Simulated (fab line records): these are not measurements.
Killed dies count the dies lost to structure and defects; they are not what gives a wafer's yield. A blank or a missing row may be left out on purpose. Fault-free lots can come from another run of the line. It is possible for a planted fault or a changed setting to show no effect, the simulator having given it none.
One fault seen from 2 desks || flow sfqLine || each desk holds nothing but its own numbers, with what lay behind them at the end

== THE METROLOGY DESK ==
Lot by lot, what the gauges showed, no matter which tool ran the lot: averages of those sampled wafers that carry a number. If a lot's mean is further than 4 standard deviations from the usual mean, the lot is out of limits and carries the mark OUT (the distance appears in the brackets).
Columns: A = I5_OVL at SFQ_I5_OVL_MEAS_936, usual -2 nm
{"lot": "L710", "first seen here": "day 66 08:02", "A": -3}
{"lot": "L711", "first seen here": "day 66 10:26", "A": 0}
{"lot": "L712", "first seen here": "day 66 11:38", "A": -9}
{"lot": "L714", "first seen here": "day 66 15:14", "A": -2}
{"lot": "L715", "first seen here": "day 66 17:38", "A": -5}
{"lot": "L716", "first seen here": "day 66 20:02", "A": 2}
{"lot": "L717", "first seen here": "day 66 21:14", "A": -8}
{"lot": "L718", "first seen here": "day 67 02:02", "A": -3}
{"lot": "L721", "first seen here": "day 67 10:26", "A": -6}
{"lot": "L722", "first seen here": "day 67 14:02", "A": -1}
{"lot": "L726", "first seen here": "day 68 15:22", "A": -3}
{"lot": "L729", "first seen here": "day 68 23:46", "A": 1}
{"lot": "L730", "first seen here": "day 69 03:22", "A": 5}
{"lot": "L731", "first seen here": "day 69 04:34", "A": 0}
This desk's finding: nothing out of limits on any of the 14 lots.

== AT THE TOOL OWNER'S DESK: cmp-01 ==
The tool's own readings at SFQ_TRILAYER_I6_CMP_CMP_166 (polishes SiO2): means of the sampled wafers that have a number, for each lot that ran on this tool. If a lot's mean is further than 4 standard deviations from the usual mean, the lot is out of limits and carries the mark OUT (the distance appears in the brackets).
Columns: A = motorCurrentA at SFQ_TRILAYER_I6_CMP_CMP_166, usual 10.4 A; B = slurryFilterDpKPa at SFQ_TRILAYER_I6_CMP_CMP_166, usual 13.49 kPa; C = timeToEndpointS at SFQ_TRILAYER_I6_CMP_CMP_166, usual 219 s
{"lot": "L712", "first seen here": "day 71 00:15", "A": 10.2, "B": 13.55, "C": 221}
{"lot": "L714", "first seen here": "day 71 07:37", "A": 10.3, "B": 13.54, "C": 222}
{"lot": "L716", "first seen here": "day 71 11:43", "A": 9.4, "B": 13.62, "C": 228}
{"lot": "L717", "first seen here": "day 71 14:50", "A": 10.0, "B": 13.43, "C": 218}
{"lot": "L718", "first seen here": "day 71 18:20", "A": 10.0, "B": 13.47, "C": 214}
{"lot": "L721", "first seen here": "day 75 16:31", "A": 9.3, "B": 13.51, "C": 212}
{"lot": "L729", "first seen here": "day 77 13:22", "A": 9.2, "B": 13.69, "C": 251}
{"lot": "L730", "first seen here": "day 77 18:52", "A": 9.7, "B": 13.53, "C": "255 (+4.5) OUT"}
This desk's verdict: out of limits on L730, starting with L730 at day 77 18:52 (timeToEndpointS at SFQ_TRILAYER_I6_CMP_CMP_166). Within limits: L712, L714, L716, L717, L718, L721, L729.

== BROUGHT TOGETHER ==
On L730, at day 77 18:52, an alarm was possible from the tool owner's desk.
Metrology desk: nothing out of limits seen.
The metrology desk has L730 on record, within its limits.
On cmp-01, each named lot ran SFQ_TRILAYER_I6_CMP_CMP_166.

== WHAT HAD BEEN PUT IN BY THE SIMULATOR ==
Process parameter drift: cmp-01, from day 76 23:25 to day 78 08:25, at SFQ_TRILAYER_I6_CMP_CMP_166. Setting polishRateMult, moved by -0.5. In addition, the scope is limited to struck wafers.
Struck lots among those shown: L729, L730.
Delay in hours, fault start to first out-of-limits reading, by desk: the tool owner's desk at 19.
